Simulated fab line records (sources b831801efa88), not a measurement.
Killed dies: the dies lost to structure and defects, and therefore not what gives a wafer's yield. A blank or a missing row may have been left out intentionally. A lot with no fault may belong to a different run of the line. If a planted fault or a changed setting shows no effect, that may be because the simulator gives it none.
fab line records || flow sky130 || part 2 of 2: steps 29 to 39 of 39
record {"lots": 5, "wafers": 15, "lastDay": 49}
route steps=708 shown CAP2M@613 METAL4@621 VIA4@639
lots that met no fault: from a run of the same line without faults
startH: start of the lot's first displayed wafer, in hours after the record's first day || waitH: hours elapsed since this lot's preceding step || " repeats the value in the row above || L1.1+2: several wafers, shown together as one row || - no value, or no start was given || * or withheld: withheld || < > ~ a bound
route shown NAME@n: names a module that has steps shown in the file, with the first one's number in the route || usual: average and standard deviation across the fault-free wafers || same: alike in all rows || chamber/n: place in a boat || sites: each site's reading || _std_site: the standard deviation of these || _edge_site: mean of outer sites minus mean of inner sites || radiusMm: for every site, how far away it sits from the centre of the wafer || mask NAME#n: copy n || behind: the tool/chamber that last shaped the wafer || hold: the reason the lot was held/the length of the hold in hours/how it ended || device: which transistor (n, p or np) failed to switch || end of line: at the end of the route, the tests of the same wafers || step lacking rows: just its recipe || killed: at the first sort, the dies lost to defects and structure; wafer yield is something else || map: per-die view of a wafer (x killed, . not killed, _ where there is no die)
set.NAME: setting as actually run; set.NAME@STEP: the setting as run at that earlier step || model.NAME: the simulator's own value behind a step, which no gauge read
certain route steps with their lots: each step a table, each wafer a row
services: a tool's chamber out of use, with start hour (startH, from the record's first day; less than 0 if before it), hours out, and reason
## steps
# step SKY_VIA4_CMP_02
# recipe {"material": "SiO2", "downForcePsi": 4, "platenRpm": 60, "padVelocityMS": 0.94248}
# usual {"edgeZonePressureFrac": "1.000/0.0049", "motorCurrentA": "12.4/1.5", "retainingRingPressureFrac": "1.000/0.0047"}
{"lot.wafer": "L079.1", "tool": "cmp-02", "chamber": 0, "startH": 1014.57, "waitH": 0.1, "edgeZonePressureFrac": 0.999, "motorCurrentA": 13.7, "retainingRingPressureFrac": 0.997}
{"lot.wafer": "L079.2", "tool": "cmp-02", "chamber": 2, "startH": 1014.57, "waitH": 0.1, "edgeZonePressureFrac": 0.988, "motorCurrentA": 10.1, "retainingRingPressureFrac": 1.006}
{"lot.wafer": "L079.6", "tool": "cmp-02", "chamber": 3, "startH": 1014.57, "waitH": 0.1, "edgeZonePressureFrac": 0.999, "motorCurrentA": 11.2, "retainingRingPressureFrac": 1.003}
{"lot.wafer": "L082.2", "tool": "cmp-01", "chamber": 0, "startH": 1037.04, "waitH": 0.0, "edgeZonePressureFrac": 0.999, "motorCurrentA": 12.4, "retainingRingPressureFrac": 1.004}
{"lot.wafer": "L082.1", "tool": "cmp-01", "chamber": 2, "startH": 1037.04, "waitH": 0.0, "edgeZonePressureFrac": 1.001, "motorCurrentA": 12.6, "retainingRingPressureFrac": 1.001}
{"lot.wafer": "L082.5", "tool": "cmp-01", "chamber": 1, "startH": 1037.04, "waitH": 0.0, "edgeZonePressureFrac": 1.008, "motorCurrentA": 13.6, "retainingRingPressureFrac": 0.995}
{"lot.wafer": "L086.2", "tool": "cmp-02", "chamber": 1, "startH": 1062.91, "waitH": 0.0, "edgeZonePressureFrac": 1.000, "motorCurrentA": 10.4, "retainingRingPressureFrac": 1.011}
{"lot.wafer": "L086.5", "tool": "cmp-02", "chamber": 1, "startH": 1062.91, "waitH": 0.0, "edgeZonePressureFrac": 0.993, "motorCurrentA": 10.4, "retainingRingPressureFrac": 0.998}
{"lot.wafer": "L086.6", "tool": "cmp-02", "chamber": 2, "startH": 1062.91, "waitH": 0.0, "edgeZonePressureFrac": 0.999, "motorCurrentA": 9.9, "retainingRingPressureFrac": 0.995}
{"lot.wafer": "L087.2", "tool": "cmp-02", "chamber": 3, "startH": 1065.36, "waitH": 0.0, "edgeZonePressureFrac": 1.002, "motorCurrentA": 10.9, "retainingRingPressureFrac": 1.008}
{"lot.wafer": "L087.4", "tool": "cmp-02", "chamber": 1, "startH": 1065.36, "waitH": 0.0, "edgeZonePressureFrac": 1.005, "motorCurrentA": 10.4, "retainingRingPressureFrac": 1.001}
{"lot.wafer": "L087.5", "tool": "cmp-02", "chamber": 0, "startH": 1065.36, "waitH": 0.0, "edgeZonePressureFrac": 1.000, "motorCurrentA": 14.0, "retainingRingPressureFrac": 0.997}
{"lot.wafer": "L089.3", "tool": "cmp-02", "chamber": 1, "startH": 1092.85, "waitH": 0.0, "edgeZonePressureFrac": 0.990, "motorCurrentA": 9.8, "retainingRingPressureFrac": 1.010}
{"lot.wafer": "L089.2", "tool": "cmp-02", "chamber": 2, "startH": 1092.85, "waitH": 0.0, "edgeZonePressureFrac": 0.991, "motorCurrentA": 10.3, "retainingRingPressureFrac": 1.005}
{"lot.wafer": "L089.6", "tool": "cmp-02", "chamber": 2, "startH": 1092.85, "waitH": 0.0, "edgeZonePressureFrac": 0.993, "motorCurrentA": 10.0, "retainingRingPressureFrac": 1.001}
# step SKY_VIA4_BOW_MEAS_03
# recipe {"mode": "bow"}
# usual {"VIA4_BOW": "81/8.9"}
{"lot.wafer": "L079.1", "tool": "filmMetro-04", "chamber": "-", "startH": 1014.82, "waitH": 0.2, "VIA4_BOW[um]": 83}
{"lot.wafer": "L079.2", "tool": "filmMetro-04", "chamber": "-", "startH": 1014.82, "waitH": 0.2, "VIA4_BOW[um]": 79}
{"lot.wafer": "L079.6", "tool": "filmMetro-04", "chamber": "-", "startH": 1014.82, "waitH": 0.2, "VIA4_BOW[um]": 73}
{"lot.wafer": "L082.1", "tool": "filmMetro-03", "chamber": "-", "startH": 1037.34, "waitH": 0.1, "VIA4_BOW[um]": 67}
{"lot.wafer": "L082.2", "tool": "filmMetro-03", "chamber": "-", "startH": 1037.34, "waitH": 0.1, "VIA4_BOW[um]": 67}
{"lot.wafer": "L082.5", "tool": "filmMetro-03", "chamber": "-", "startH": 1037.34, "waitH": 0.1, "VIA4_BOW[um]": 63}
{"lot.wafer": "L086.2", "tool": "filmMetro-04", "chamber": "-", "startH": 1063.23, "waitH": 0.3, "VIA4_BOW[um]": 78}
{"lot.wafer": "L086.5", "tool": "filmMetro-04", "chamber": "-", "startH": 1063.23, "waitH": 0.3, "VIA4_BOW[um]": 76}
{"lot.wafer": "L086.6", "tool": "filmMetro-04", "chamber": "-", "startH": 1063.23, "waitH": 0.3, "VIA4_BOW[um]": 75}
{"lot.wafer": "L087.2", "tool": "filmMetro-04", "chamber": "-", "startH": 1065.68, "waitH": 0.3, "VIA4_BOW[um]": 96}
{"lot.wafer": "L087.4", "tool": "filmMetro-04", "chamber": "-", "startH": 1065.68, "waitH": 0.3, "VIA4_BOW[um]": 75}
{"lot.wafer": "L087.5", "tool": "filmMetro-04", "chamber": "-", "startH": 1065.68, "waitH": 0.3, "VIA4_BOW[um]": 76}
{"lot.wafer": "L089.2", "tool": "filmMetro-04", "chamber": "-", "startH": 1093.17, "waitH": 0.2, "VIA4_BOW[um]": 73}
{"lot.wafer": "L089.3", "tool": "filmMetro-04", "chamber": "-", "startH": 1093.17, "waitH": 0.2, "VIA4_BOW[um]": 82}
{"lot.wafer": "L089.6", "tool": "filmMetro-04", "chamber": "-", "startH": 1093.17, "waitH": 0.2, "VIA4_BOW[um]": 70}
# step SKY_VIA4_DEHYDRATE_04
# recipe {"tempC": 200, "timeS": 60}
# usual {"plateTempC": "200.03/0.18"}
{"lot.wafer": "L079.1", "tool": "lithoTrack-01", "chamber": 0, "startH": 1025.11, "waitH": 10.3, "plateTempC": 199.90}
{"lot.wafer": "L079.2", "tool": "lithoTrack-01", "chamber": 0, "startH": 1025.11, "waitH": 10.3, "plateTempC": 200.02}
{"lot.wafer": "L079.6", "tool": "lithoTrack-01", "chamber": 0, "startH": 1025.11, "waitH": 10.3, "plateTempC": 199.84}
{"lot.wafer": "L082.1", "tool": "lithoTrack-03", "chamber": 0, "startH": 1047.82, "waitH": 10.5, "plateTempC": 200.33}
{"lot.wafer": "L082.2", "tool": "lithoTrack-03", "chamber": 0, "startH": 1047.82, "waitH": 10.5, "plateTempC": 199.95}
{"lot.wafer": "L082.5", "tool": "lithoTrack-03", "chamber": 0, "startH": 1047.82, "waitH": 10.5, "plateTempC": 200.09}
{"lot.wafer": "L086.2", "tool": "lithoTrack-02", "chamber": 0, "startH": 1072.91, "waitH": 9.7, "plateTempC": 199.93}
{"lot.wafer": "L086.5", "tool": "lithoTrack-02", "chamber": 0, "startH": 1072.91, "waitH": 9.7, "plateTempC": 199.99}
{"lot.wafer": "L086.6", "tool": "lithoTrack-02", "chamber": 0, "startH": 1072.91, "waitH": 9.7, "plateTempC": 199.91}
{"lot.wafer": "L087.2", "tool": "lithoTrack-02", "chamber": 0, "startH": 1074.76, "waitH": 9.1, "plateTempC": 200.29}
{"lot.wafer": "L087.4", "tool": "lithoTrack-02", "chamber": 0, "startH": 1074.76, "waitH": 9.1, "plateTempC": 200.09}
{"lot.wafer": "L087.5", "tool": "lithoTrack-02", "chamber": 0, "startH": 1074.76, "waitH": 9.1, "plateTempC": 200.22}
{"lot.wafer": "L089.2", "tool": "lithoTrack-03", "chamber": 0, "startH": 1102.10, "waitH": 8.9, "plateTempC": 200.36}
{"lot.wafer": "L089.3", "tool": "lithoTrack-03", "chamber": 0, "startH": 1102.10, "waitH": 8.9, "plateTempC": 200.31}
{"lot.wafer": "L089.6", "tool": "lithoTrack-03", "chamber": 0, "startH": 1102.10, "waitH": 8.9, "plateTempC": 199.95}
# step SKY_VIA4_HMDS_05
# recipe {"primeTimeS": 60, "primeTempC": 120}
{"lot.wafer": "L079.1+2+6", "tool": "lithoTrack-01", "chamber": 0, "startH": 1025.26, "waitH": 0.1}
{"lot.wafer": "L082.1+2+5", "tool": "lithoTrack-03", "chamber": 0, "startH": 1047.97, "waitH": 0.1}
{"lot.wafer": "L086.2+5+6", "tool": "lithoTrack-02", "chamber": 0, "startH": 1073.06, "waitH": 0.1}
{"lot.wafer": "L087.2+4+5", "tool": "lithoTrack-02", "chamber": 0, "startH": 1074.91, "waitH": 0.1}
{"lot.wafer": "L089.2+3+6", "tool": "lithoTrack-03", "chamber": 0, "startH": 1102.25, "waitH": 0.1}
# step SKY_VIA4_COAT_06
# recipe {"resist": "NOVOLAK", "spinRpm": 3000, "resistThkNm": 1140}
{"lot.wafer": "L079.1+2+6", "tool": "lithoTrack-01", "chamber": 0, "startH": 1025.41, "waitH": 0.1}
{"lot.wafer": "L082.1+2+5", "tool": "lithoTrack-03", "chamber": 0, "startH": 1048.12, "waitH": 0.1}
{"lot.wafer": "L086.2+5+6", "tool": "lithoTrack-02", "chamber": 0, "startH": 1073.21, "waitH": 0.1}
{"lot.wafer": "L087.2+4+5", "tool": "lithoTrack-02", "chamber": 0, "startH": 1075.06, "waitH": 0.1}
{"lot.wafer": "L089.2+3+6", "tool": "lithoTrack-03", "chamber": 0, "startH": 1102.40, "waitH": 0.1}
# step SKY_VIA4_SOFTBAKE_07
# recipe {"tempC": 90, "timeS": 60, "resist": "NOVOLAK"}
# usual {"plateTempC": "89.99/0.13"}
{"lot.wafer": "L079.1", "tool": "lithoTrack-01", "chamber": 0, "startH": 1025.56, "waitH": 0.1, "plateTempC": 90.04}
{"lot.wafer": "L079.2", "tool": "lithoTrack-01", "chamber": 0, "startH": 1025.56, "waitH": 0.1, "plateTempC": 90.08}
{"lot.wafer": "L079.6", "tool": "lithoTrack-01", "chamber": 0, "startH": 1025.56, "waitH": 0.1, "plateTempC": 90.18}
{"lot.wafer": "L082.1", "tool": "lithoTrack-03", "chamber": 0, "startH": 1048.27, "waitH": 0.1, "plateTempC": 89.95}
{"lot.wafer": "L082.2", "tool": "lithoTrack-03", "chamber": 0, "startH": 1048.27, "waitH": 0.1, "plateTempC": 89.76}
{"lot.wafer": "L082.5", "tool": "lithoTrack-03", "chamber": 0, "startH": 1048.27, "waitH": 0.1, "plateTempC": 89.99}
{"lot.wafer": "L086.2", "tool": "lithoTrack-02", "chamber": 0, "startH": 1073.36, "waitH": 0.1, "plateTempC": 89.93}
{"lot.wafer": "L086.5", "tool": "lithoTrack-02", "chamber": 0, "startH": 1073.36, "waitH": 0.1, "plateTempC": 90.00}
{"lot.wafer": "L086.6", "tool": "lithoTrack-02", "chamber": 0, "startH": 1073.36, "waitH": 0.1, "plateTempC": 89.89}
{"lot.wafer": "L087.2", "tool": "lithoTrack-02", "chamber": 0, "startH": 1075.21, "waitH": 0.1, "plateTempC": 89.99}
{"lot.wafer": "L087.4", "tool": "lithoTrack-02", "chamber": 0, "startH": 1075.21, "waitH": 0.1, "plateTempC": 89.88}
{"lot.wafer": "L087.5", "tool": "lithoTrack-02", "chamber": 0, "startH": 1075.21, "waitH": 0.1, "plateTempC": 89.97}
{"lot.wafer": "L089.2", "tool": "lithoTrack-03", "chamber": 0, "startH": 1102.55, "waitH": 0.1, "plateTempC": 90.11}
{"lot.wafer": "L089.3", "tool": "lithoTrack-03", "chamber": 0, "startH": 1102.55, "waitH": 0.1, "plateTempC": 89.98}
{"lot.wafer": "L089.6", "tool": "lithoTrack-03", "chamber": 0, "startH": 1102.55, "waitH": 0.1, "plateTempC": 90.00}
# step SKY_VIA4_EXPOSE_08
# recipe {"maskId": "VIM4", "na": 0.6, "sourceShape": "conventional", "sigmaOuter": 0.6, "polarization": "unpolarized", "targetCdNm": 800, "doseMj": 132}
# usual {"stageVelMmS": "499.97/0.25"}
# same {"sigmaOuter": 0.6}
{"lot.wafer": "L079.1", "tool": "ilineStepper-01", "chamber": 0, "startH": "-", "waitH": "-", "mask": "VIM4#0", "stageVelMmS": 499.85}
{"lot.wafer": "L079.2", "tool": "ilineStepper-01", "chamber": 0, "startH": "-", "waitH": "-", "mask": "VIM4#0", "stageVelMmS": 499.82}
{"lot.wafer": "L079.6", "tool": "ilineStepper-01", "chamber": 0, "startH": "-", "waitH": "-", "mask": "VIM4#0", "stageVelMmS": 499.95}
{"lot.wafer": "L082.1", "tool": "ilineStepper-01", "chamber": 0, "startH": "-", "waitH": "-", "mask": "VIM4#0", "stageVelMmS": 500.04}
{"lot.wafer": "L082.2", "tool": "ilineStepper-01", "chamber": 0, "startH": "-", "waitH": "-", "mask": "VIM4#0", "stageVelMmS": 500.09}
{"lot.wafer": "L082.5", "tool": "ilineStepper-01", "chamber": 0, "startH": "-", "waitH": "-", "mask": "VIM4#0", "stageVelMmS": 500.11}
{"lot.wafer": "L086.2", "tool": "ilineStepper-02", "chamber": 0, "startH": "-", "waitH": "-", "mask": "VIM4#0", "stageVelMmS": 500.40}
{"lot.wafer": "L086.5", "tool": "ilineStepper-02", "chamber": 0, "startH": "-", "waitH": "-", "mask": "VIM4#0", "stageVelMmS": 500.23}
{"lot.wafer": "L086.6", "tool": "ilineStepper-02", "chamber": 0, "startH": "-", "waitH": "-", "mask": "VIM4#0", "stageVelMmS": 500.27}
{"lot.wafer": "L087.2", "tool": "ilineStepper-02", "chamber": 0, "startH": "-", "waitH": "-", "mask": "VIM4#0", "stageVelMmS": 500.34}
{"lot.wafer": "L087.4", "tool": "ilineStepper-02", "chamber": 0, "startH": "-", "waitH": "-", "mask": "VIM4#0", "stageVelMmS": 500.08}
{"lot.wafer": "L087.5", "tool": "ilineStepper-02", "chamber": 0, "startH": "-", "waitH": "-", "mask": "VIM4#0", "stageVelMmS": 500.04}
{"lot.wafer": "L089.2", "tool": "ilineStepper-01", "chamber": 0, "startH": "-", "waitH": "-", "mask": "VIM4#0", "stageVelMmS": 499.98}
{"lot.wafer": "L089.3", "tool": "ilineStepper-01", "chamber": 0, "startH": "-", "waitH": "-", "mask": "VIM4#0", "stageVelMmS": 500.08}
{"lot.wafer": "L089.6", "tool": "ilineStepper-01", "chamber": 0, "startH": "-", "waitH": "-", "mask": "VIM4#0", "stageVelMmS": 499.72}
# step SKY_VIA4_PEB_09
# recipe {"tempC": "withheld", "timeS": "*", "resist": "NOVOLAK"}
{"lot.wafer": "L079.1+2+6", "tool": "lithoTrack-03", "chamber": 0, "startH": "-", "waitH": "-"}
{"lot.wafer": "L082.1+2+5", "tool": "lithoTrack-02", "chamber": 0, "startH": "-", "waitH": "-"}
{"lot.wafer": "L086.2+5+6", "tool": "lithoTrack-03", "chamber": 0, "startH": "-", "waitH": "-"}
{"lot.wafer": "L087.2+4+5", "tool": "lithoTrack-03", "chamber": 0, "startH": "-", "waitH": "-"}
{"lot.wafer": "L089.2+3+6", "tool": "lithoTrack-03", "chamber": 0, "startH": "-", "waitH": "-"}
# step SKY_VIA4_DEVELOP_10
# recipe {"resist": "NOVOLAK", "developer": "TMAH", "developTimeS": 60, "devTempC": 23}
{"lot.wafer": "L079.1+2+6", "tool": "lithoTrack-03", "chamber": 0, "startH": 1036.77, "waitH": 0.1}
{"lot.wafer": "L082.1+2+5", "tool": "lithoTrack-02", "chamber": 0, "startH": 1058.54, "waitH": 0.1}
{"lot.wafer": "L086.2+5+6", "tool": "lithoTrack-03", "chamber": 0, "startH": 1083.40, "waitH": 0.1}
{"lot.wafer": "L087.2+4+5", "tool": "lithoTrack-03", "chamber": 0, "startH": 1085.40, "waitH": 0.1}
{"lot.wafer": "L089.2+3+6", "tool": "lithoTrack-03", "chamber": 0, "startH": 1113.70, "waitH": 0.1}
# step SKY_VIA4_OVL_MEAS_11
# usual {"VIA4_OVL": "-0.8/1.2"}
{"lot.wafer": "L079.1", "tool": "overlay-01", "chamber": "-", "startH": 1036.92, "waitH": 0.1, "VIA4_OVL[nm]": -0.2}
{"lot.wafer": "L079.2", "tool": "overlay-01", "chamber": "-", "startH": 1036.92, "waitH": 0.1, "VIA4_OVL[nm]": -0.4}
{"lot.wafer": "L079.6", "tool": "overlay-01", "chamber": "-", "startH": 1036.92, "waitH": 0.1, "VIA4_OVL[nm]": -0.7}
{"lot.wafer": "L082.1", "tool": "overlay-01", "chamber": "-", "startH": 1058.69, "waitH": 0.1, "VIA4_OVL[nm]": 0.5}
{"lot.wafer": "L082.2", "tool": "overlay-01", "chamber": "-", "startH": 1058.69, "waitH": 0.1, "VIA4_OVL[nm]": 0.6}
{"lot.wafer": "L082.5", "tool": "overlay-01", "chamber": "-", "startH": 1058.69, "waitH": 0.1, "VIA4_OVL[nm]": 0.9}
{"lot.wafer": "L086.2", "tool": "overlay-02", "chamber": "-", "startH": 1083.53, "waitH": 0.1, "VIA4_OVL[nm]": -0.2}
{"lot.wafer": "L086.5", "tool": "overlay-02", "chamber": "-", "startH": 1083.53, "waitH": 0.1, "VIA4_OVL[nm]": -0.2}
{"lot.wafer": "L086.6", "tool": "overlay-02", "chamber": "-", "startH": 1083.53, "waitH": 0.1, "VIA4_OVL[nm]": -0.4}
{"lot.wafer": "L087.2", "tool": "overlay-01", "chamber": "-", "startH": 1085.53, "waitH": 0.1, "VIA4_OVL[nm]": -0.9}
{"lot.wafer": "L087.4", "tool": "overlay-01", "chamber": "-", "startH": 1085.53, "waitH": 0.1, "VIA4_OVL[nm]": -0.7}
{"lot.wafer": "L087.5", "tool": "overlay-01", "chamber": "-", "startH": 1085.53, "waitH": 0.1, "VIA4_OVL[nm]": -0.5}
{"lot.wafer": "L089.2", "tool": "overlay-01", "chamber": "-", "startH": 1113.83, "waitH": 0.1, "VIA4_OVL[nm]": -1.7}
{"lot.wafer": "L089.3", "tool": "overlay-01", "chamber": "-", "startH": 1113.83, "waitH": 0.1, "VIA4_OVL[nm]": -1.3}
{"lot.wafer": "L089.6", "tool": "overlay-01", "chamber": "-", "startH": 1113.83, "waitH": 0.1, "VIA4_OVL[nm]": -0.8}
# step SKY_VIA4_ETCH_12
# recipe {"target": "SiO2", "chemistry": "C4F8/O2/Ar", "stopOn": "TiN", "maskMaterial": "NOVOLAK", "sourceW": 1500, "biasW": 1200, "pressureMtorr": 40, "c4f8FlowSccm": "withheld", "O2_flow_sccm": 6, "Ar_flow_sccm": 300, "timeS": "withheld", "targetDepthA": 5800}
# usual {"oesProductAu": "0.925/0.0045"}
{"lot.wafer": "L079.1", "tool": "rieDiel-04", "chamber": 2, "startH": 1036.96, "waitH": 0.0, "oesProductAu": 0.925}
{"lot.wafer": "L079.2", "tool": "rieDiel-04", "chamber": 1, "startH": 1036.96, "waitH": 0.0, "oesProductAu": 0.930}
{"lot.wafer": "L079.6", "tool": "rieDiel-04", "chamber": 3, "startH": 1036.96, "waitH": 0.0, "oesProductAu": 0.923}
{"lot.wafer": "L082.1", "tool": "rieDiel-01", "chamber": 0, "startH": 1058.72, "waitH": 0.0, "oesProductAu": 0.927}
{"lot.wafer": "L082.2", "tool": "rieDiel-01", "chamber": 2, "startH": 1058.72, "waitH": 0.0, "oesProductAu": 0.926}
{"lot.wafer": "L082.5", "tool": "rieDiel-01", "chamber": 0, "startH": 1058.72, "waitH": 0.0, "oesProductAu": 0.923}
{"lot.wafer": "L086.2", "tool": "rieDiel-02", "chamber": 2, "startH": 1083.56, "waitH": 0.0, "oesProductAu": 0.922}
{"lot.wafer": "L086.5", "tool": "rieDiel-02", "chamber": 1, "startH": 1083.56, "waitH": 0.0, "oesProductAu": 0.924}
{"lot.wafer": "L086.6", "tool": "rieDiel-02", "chamber": 0, "startH": 1083.56, "waitH": 0.0, "oesProductAu": 0.936}
{"lot.wafer": "L087.2", "tool": "rieDiel-02", "chamber": 2, "startH": 1085.56, "waitH": 0.0, "oesProductAu": 0.922}
{"lot.wafer": "L087.4", "tool": "rieDiel-02", "chamber": 0, "startH": 1085.56, "waitH": 0.0, "oesProductAu": 0.932}
{"lot.wafer": "L087.5", "tool": "rieDiel-02", "chamber": 3, "startH": 1085.56, "waitH": 0.0, "oesProductAu": 0.923}
{"lot.wafer": "L089.2", "tool": "rieDiel-01", "chamber": 3, "startH": 1113.86, "waitH": 0.0, "oesProductAu": 0.925}
{"lot.wafer": "L089.3", "tool": "rieDiel-01", "chamber": 1, "startH": 1113.86, "waitH": 0.0, "oesProductAu": 0.929}
{"lot.wafer": "L089.6", "tool": "rieDiel-01", "chamber": 0, "startH": 1113.86, "waitH": 0.0, "oesProductAu": 0.922}
## services
{"tool": "krfScanner-02", "chamber": "-", "startH": 973.20, "hours": 1.3, "kind": "pm"}
{"tool": "ilineStepper-01", "chamber": "-", "startH": 977.44, "hours": 11.9, "kind": "repair"}
{"tool": "krfScanner-02", "chamber": "-", "startH": 988.66, "hours": 3.6, "kind": "pm"}
{"tool": "rieDiel-04", "chamber": 2, "startH": 993.29, "hours": 4.0, "kind": "repair"}
{"tool": "hdpcvd-01", "chamber": "-", "startH": 1002.29, "hours": 0.5, "kind": "repair"}
{"tool": "wetBench-04", "chamber": "-", "startH": 1006.26, "hours": 2.5, "kind": "repair"}
{"tool": "ilineStepper-01", "chamber": "-", "startH": 1007.07, "hours": 1.7, "kind": "pm"}
{"tool": "krfScanner-02", "chamber": "-", "startH": 1007.40, "hours": 1.3, "kind": "repair"}
{"tool": "krfScanner-02", "chamber": "-", "startH": 1008.71, "hours": 0.8, "kind": "pm"}
{"tool": "rieDiel-04", "chamber": 3, "startH": 1009.54, "hours": 5.5, "kind": "repair"}
{"tool": "ilineStepper-01", "chamber": "-", "startH": 1010.05, "hours": 3.3, "kind": "repair"}
{"tool": "rieDiel-01", "chamber": 2, "startH": 1031.63, "hours": 6.9, "kind": "repair"}
{"tool": "cmp-02", "chamber": "-", "startH": 1039.62, "hours": 4.8, "kind": "pm"}
{"tool": "rieDiel-04", "chamber": 2, "startH": 1041.05, "hours": 8.9, "kind": "repair"}
{"tool": "wetBench-01", "chamber": "-", "startH": 1045.09, "hours": 2.6, "kind": "repair"}
{"tool": "rieDiel-01", "chamber": "-", "startH": 1046.62, "hours": 1.4, "kind": "repair"}
{"tool": "plasmaAsher-02", "chamber": "-", "startH": 1055.25, "hours": 9.0, "kind": "pm"}
{"tool": "rieDiel-01", "chamber": 3, "startH": 1056.66, "hours": 11.2, "kind": "repair"}
{"tool": "rieDiel-01", "chamber": 2, "startH": 1066.76, "hours": 21.5, "kind": "repair"}
{"tool": "rieDiel-01", "chamber": 3, "startH": 1078.79, "hours": 4.6, "kind": "repair"}
{"tool": "cmp-02", "chamber": "-", "startH": 1084.00, "hours": 4.0, "kind": "pm"}
{"tool": "cmp-02", "chamber": "-", "startH": 1097.45, "hours": 2.8, "kind": "repair"}
{"tool": "krfScanner-02", "chamber": "-", "startH": 1100.07, "hours": 4.0, "kind": "pm"}
{"tool": "rieDiel-04", "chamber": 1, "startH": 1105.84, "hours": 9.4, "kind": "repair"}
